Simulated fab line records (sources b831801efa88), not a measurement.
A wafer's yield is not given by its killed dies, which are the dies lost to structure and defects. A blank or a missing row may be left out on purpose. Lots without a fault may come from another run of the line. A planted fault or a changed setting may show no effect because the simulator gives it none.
The tool behind it: which one? + flow gf180mcu + 14 lots with 39 wafers sampled at 5 steps, on a route of 602 steps

## WHAT THE GAUGES SHOWED, per wafer
GF_MVSD_TW_MEAS_11. Usual: MVSD_TW gives 1608 (standard deviation 13).
| lot  | measured    | on           | MVSD_TW        | flag |
|------|-------------|--------------|----------------|------|
| L225 | day 4 12:29 | filmMetro-02 | 1610 1607 1609 |      |
| L226 | day 4 17:29 | filmMetro-03 | 1585 1586 1588 |      |
| L228 | day 5 08:17 | filmMetro-01 | 1621 1617 1612 |      |
| L231 | day 5 21:36 | filmMetro-03 | 1592 1580 1593 |      |
| L232 | day 6 04:38 | filmMetro-01 | 1618 1611 1617 |      |
| L233 | day 6 10:44 | filmMetro-02 | 1632 1619 1623 |      |
| L234 | day 6 17:14 | filmMetro-02 | 1620 1620 1625 |      |
| L235 | day 7 01:17 | filmMetro-03 | 1597 1598 1598 |      |
| L236 | day 7 05:43 | filmMetro-01 | 1626 1621 1625 |      |
| L237 | day 7 11:08 | filmMetro-02 | 1593 1611      |      |
| L238 | day 7 17:29 | filmMetro-02 | 1607 1597      |      |
| L239 | day 7 22:08 | filmMetro-02 | 1601 1605      |      |
| L246 | day 9 15:12 | filmMetro-01 | 1622 1626 1617 |      |
| L247 | day 9 22:17 | filmMetro-02 | 1608 1611 1614 |      |

GF_HV_LDD_OVL_MEAS_47. Usual: HV_LDD_03_OVL gives -0.6 nm (standard deviation 1.4).
| lot  | measured     | on         | HV_LDD_03_OVL (nm) | flag |
|------|--------------|------------|--------------------|------|
| L225 | day 12 19:01 | overlay-02 | 1.5 -0.4 -0.4      |      |
| L226 | day 13 00:04 | overlay-02 | 2.0 1.6 1.4        |      |
| L228 | day 13 22:19 | overlay-01 | -0.9 -0.5 -0.6     |      |
| L231 | day 14 15:38 | overlay-02 | -1.6 -1.3 -2.0     |      |
| L232 | day 15 02:58 | overlay-02 | 0.2 -0.2 0.6       |      |
| L233 | day 15 11:52 | overlay-01 | -0.2 -0.9 -1.4     |      |
| L234 | day 15 19:46 | overlay-01 | -1.4 -2.2 -1.5     |      |
| L235 | day 16 07:21 | overlay-02 | 0.3 1.3 0.4        |      |
| L236 | day 16 13:17 | overlay-02 | 2.2 0.2 0.8        |      |
| L237 | day 16 21:13 | overlay-01 | -1.9 -0.8          |      |
| L238 | day 17 02:04 | overlay-02 | -2.5 -2.1          |      |
| L239 | day 17 11:13 | overlay-02 | 0.0 -0.2           |      |
| L246 | day 19 22:46 | overlay-02 | -0.4 -2.1 -1.5     |      |
| L247 | day 20 04:37 | overlay-02 | -1.0 0.2 -0.2      |      |

GF_CONTACT_CD_MEAS_14 targets a cd of 220 nm. Usual: cdNm reads 219.9 nm (standard deviation 1.2).
| lot  | measured     | on       | cdNm (nm)         | flag |
|------|--------------|----------|-------------------|------|
| L225 | day 16 16:10 | cdSem-01 | 222.1 221.7 219.9 |      |
| L226 | day 16 20:53 | cdSem-02 | 220.8 220.6 218.6 |      |
| L228 | day 17 22:30 | cdSem-01 | 221.3 220.9 221.5 |      |
| L231 | day 18 19:39 | cdSem-02 | 219.6 217.8 219.4 |      |
| L232 | day 19 06:31 | cdSem-01 | 220.4 220.5 218.0 |      |
| L233 | day 19 15:37 | cdSem-02 | 221.7 220.7 219.0 |      |
| L234 | day 19 23:26 | cdSem-02 | 220.7 218.8 218.9 |      |
| L235 | day 20 11:19 | cdSem-02 | 222.1 221.3 222.6 |      |
| L236 | day 20 18:00 | cdSem-02 | 219.7 218.2 218.3 |      |
| L237 | day 21 02:54 | cdSem-01 | 214.9 212.4       | OFF  |
| L238 | day 21 07:58 | cdSem-01 | 212.1 211.6       | OFF  |
| L239 | day 21 19:04 | cdSem-01 | 212.9 219.6       | OFF  |
| L246 | day 24 03:56 | cdSem-01 | 222.1 220.6 221.4 |      |
| L247 | day 24 08:35 | cdSem-02 | 219.1 219.9 219.4 |      |

## WHAT TOOL EACH LOT RAN ON (gives the tool, then ch and the chambers of the sampled wafers, and finally the start)
| lot  | GF_SAB_STRIP_13                     | GF_CONTACT_EXPOSE_11             |
|------|-------------------------------------|----------------------------------|
| L225 | plasmaAsher-04 ch 1, day 15 16:02   | krfScanner-01 ch 0, day 16 04:32 |
| L226 | plasmaAsher-02 ch 0,1, day 15 21:00 | krfScanner-01 ch 0, day 16 09:38 |
| L228 | plasmaAsher-04 ch 0,1, day 16 21:47 | krfScanner-02 ch 0, day 17 10:49 |
| L231 | plasmaAsher-04 ch 0,1, day 17 17:58 | krfScanner-01 ch 0, day 18 07:13 |
| L232 | plasmaAsher-01 ch 0,1, day 18 04:31 | krfScanner-01 ch 0, day 18 18:40 |
| L233 | plasmaAsher-01 ch 0,1, day 18 13:52 | krfScanner-01 ch 0, day 19 03:31 |
| L234 | plasmaAsher-04 ch 0,1, day 18 21:57 | krfScanner-01 ch 0, day 19 11:41 |
| L235 | plasmaAsher-01 ch 0,1, day 19 10:37 | krfScanner-02 ch 0, day 20 00:36 |
| L236 | plasmaAsher-01 ch 0,1, day 19 16:44 | krfScanner-02 ch 0, day 20 05:36 |
| L237 | plasmaAsher-01 ch 0, day 20 01:06   | krfScanner-02 ch 0, day 20 14:19 |
| L238 | plasmaAsher-01 ch 1, day 20 06:07   | krfScanner-02 ch 0, day 20 20:01 |
| L239 | plasmaAsher-04 ch 0, day 20 18:05   | krfScanner-02 ch 0, day 21 07:16 |
| L246 | plasmaAsher-01 ch 0,1, day 23 03:29 | krfScanner-02 ch 0, day 23 16:01 |
| L247 | plasmaAsher-04 ch 0,1, day 23 08:37 | krfScanner-02 ch 0, day 23 21:41 |
- GF_SAB_STRIP_13: strips in O2/N2.
- GF_CONTACT_EXPOSE_11: exposes mask Contact, target cd 220 nm.

## WHAT THE TOOLS THEMSELVES READ (means of the sampled wafers that have a number; where no wafer has one, the mark that the record gives instead)
GF_SAB_STRIP_13. Usual: drypumpMotorCurrentA 5.7 A, standard deviation 0.49; heaterPowerW 339 W, standard deviation 59; oesProductAu 0.709 a.u., standard deviation 0.0044; stripTimeToEndpointS 12.60 s, standard deviation 0.032.
| lot  | tool           | drypumpMotorCurrentA (A) | heaterPowerW (W) | oesProductAu (a.u.) | stripTimeToEndpointS (s) | flag |
|------|----------------|--------------------------|------------------|---------------------|--------------------------|------|
| L225 | plasmaAsher-04 | 6.1                      | 271              | 0.708               | 12.55                    |      |
| L226 | plasmaAsher-02 | 6.2                      | 362              | 0.706               | 12.54                    |      |
| L228 | plasmaAsher-04 | 5.9                      | 296              | 0.709               | 12.63                    |      |
| L231 | plasmaAsher-04 | 5.8                      | 319              | 0.707               | 12.59                    |      |
| L232 | plasmaAsher-01 | 5.5                      | 383              | 0.709               | 12.60                    |      |
| L233 | plasmaAsher-01 | 5.5                      | 384              | 0.705               | 12.59                    |      |
| L234 | plasmaAsher-04 | 5.9                      | 297              | 0.712               | 12.62                    |      |
| L235 | plasmaAsher-01 | 5.5                      | 378              | 0.711               | 12.62                    |      |
| L236 | plasmaAsher-01 | 5.2                      | 333              | 0.709               | 12.60                    |      |
| L237 | plasmaAsher-01 | 5.0                      | 288              | 0.708               | 12.64                    |      |
| L238 | plasmaAsher-01 | 5.8                      | 420              | 0.706               | 12.55                    |      |
| L239 | plasmaAsher-04 | 5.6                      | 336              | 0.708               | 12.56                    |      |
| L246 | plasmaAsher-01 | 5.2                      | 334              | 0.707               | 12.60                    |      |
| L247 | plasmaAsher-04 | 5.7                      | 317              | 0.710               | 12.60                    |      |

## THE ANSWER, worked out from the rows above alone
Rule: a lot counts as off when the mean over its wafers that have a number is more than 3 standard deviations away from the usual mean. A lot without any number at a reading at which 4 lots or more have one is off too. Any other lot the step has rows for is counted as sound. The gauges are gone through in route order, then the tools' own readings, and for those a lot's mean is taken as printed above. At the first step where some lot is off, the reading lying furthest off is the one used; lots without a number count as furthest.
Off at GF_CONTACT_CD_MEAS_14 (cdNm): L237, L238, L239.
A tool fits if, at a process step before that reading, it ran every lot that is off, and no sound lot after the first of them. Those tools and the gauges at GF_CONTACT_CD_MEAS_14 are tried in the same way. None of those tried fits.

## WHAT THE SIMULATOR HAD INSERTED
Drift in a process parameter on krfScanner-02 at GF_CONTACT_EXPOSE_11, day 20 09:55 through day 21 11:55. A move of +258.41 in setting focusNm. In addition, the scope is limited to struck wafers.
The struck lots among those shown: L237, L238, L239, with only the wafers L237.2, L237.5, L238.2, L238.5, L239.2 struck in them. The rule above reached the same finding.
